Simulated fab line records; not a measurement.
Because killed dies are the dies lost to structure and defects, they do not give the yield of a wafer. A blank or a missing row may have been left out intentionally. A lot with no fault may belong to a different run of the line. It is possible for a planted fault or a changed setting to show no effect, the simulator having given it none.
Code-filled problem report in 8D (eight disciplines) form | flow gf180mcu | the parts of the form that need people (team, actions taken, sign-off) are left out

1. THE ISSUE
M2_ALCU_THK at GF_M2_THK_MEAS_06 reads a mean of 420 nm on 4 wafers of 2 lots; wafers without a fault read 450 nm with a standard deviation of 4.7. That puts it -6.4 standard deviations away from the usual mean.
The step: measures by xrf.
First observed at day 23 09:50: wafer L691.2, on filmMetro-01. The record has a number at this step for 18 wafers belonging to 6 lots. The rule behind "out" and "out of limits": a value lying over 4 standard deviations away from the usual mean. The rest of the wafers with a number are treated as sound.

2. WHAT IT IS, WHAT IT ISN'T
question                    | is                             | is not
which readings at this step | M2_ALCU_THK                    | -
which lots                  | L691, L693                     | L678, L684, L695, L696
which wafers of those lots  | L691.2, L691.5, L693.3, L693.6 | L691.6, L693.1
read on which gauges        | filmMetro-01, filmMetro-04     | filmMetro-03
when                        | from day 23 09:50              | up to then (7 sound wafers); but 7 sound wafers of L693, L695, L696 came after

3. THE SUSPECTS, EACH WITH WHAT RULES IT OUT
Counting: any tool at a process step up to the reading remains a suspect provided it ran every lot that is out. Sound lots after the first of them don't rule it out here, since some wafers of a struck lot are sound.
- the gauge at GF_M2_THK_MEAS_06 has been ruled out. The wafers that are out were read on 2 gauges (filmMetro-01, filmMetro-04).
- pvdSputter-02 at GF_V1_SPUTTER_21 (material Ti, target thk 15 nm, time 80.02 s): kept. Ran every lot that is out, first one L691 (day 23 08:47); last sound lot up to then L678 (day 18 07:12).
- pvdSputter-02 at GF_V1_SPUTTER_22 (material TiN, target thk 10 nm, time 40 s): kept. Ran every lot that is out, first one L691 (day 23 08:51); last sound lot up to then L678 (day 18 07:16).
- cmp-01 at GF_V1_CMP_26 (polishes, stops on SiO2, t overpolish 15 s, target thk 0 nm): kept. Ran every lot that is out, first one L691 (day 23 09:11); last sound lot up to then L678 (day 18 07:35).
- pvdSputter-03 at GF_M2_SPUTTER_03 (material Ti, target thk 10 nm, time 6.7 s): kept. Ran every lot that is out, first one L691 (day 23 09:38); last sound lot up to then L678 (day 18 08:03).
- pvdSputter-03 at GF_M2_SPUTTER_04 (material TiN, target thk 50 nm, time 41.7 s): kept. Ran every lot that is out, first one L691 (day 23 09:40); last sound lot up to then L678 (day 18 08:04).
Left after counting: pvdSputter-02 at GF_V1_SPUTTER_21, pvdSputter-02 at GF_V1_SPUTTER_22, cmp-01 at GF_V1_CMP_26, pvdSputter-03 at GF_M2_SPUTTER_03, pvdSputter-03 at GF_M2_SPUTTER_04.

4. THE CAUSE (what the simulator had put in)
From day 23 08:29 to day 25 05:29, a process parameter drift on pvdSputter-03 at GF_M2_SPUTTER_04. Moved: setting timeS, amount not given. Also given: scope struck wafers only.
5 suspects survive the count, and this tool is in that group.

5. THE CHAIN OF EFFECTS, in route order
One row per reading whose mean, taken over the struck wafers that have a number, lies over 3 standard deviations from the usual. Scope: only readings with a usual standard deviation given in the record; hours: median across lots of the time from each lot's start at the first step in this table that gives one to its start at this step; sigmas: change in usual standard deviations.
hours | step              | reading     | usual  | on struck wafers | change | sigmas
0     | GF_M2_THK_MEAS_06 | M2_ALCU_THK | 450 nm | 420              | -30    | -6.4
Later measuring or inspecting steps at which every struck wafer that the step has a row for has a number for every such reading, and none has moved that far: GF_M2_CD_MEAS_14, GF_M2_OVL_MEAS_15, GF_V2_THK_MEAS_01, GF_V2_THK_MEAS_03, GF_V2_BOW_MEAS_05.

6. HOW IT WOULD HAVE BEEN CAUGHT EARLIER
In this record the first reading out of limits at a measuring or inspecting step was taken at day 23 09:50, 1 hour after the fault began at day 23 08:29.
Of the tool readings at GF_M2_SPUTTER_04 for which the record gives a usual standard deviation, none was out on any struck wafer, so an alarm limit of 4 standard deviations on them would not have fired.
Among the 2 lots that are out, L693 began GF_M2_SPUTTER_04 on pvdSputter-03 after day 23 09:50. A hold on the tool at that time would have spared it.
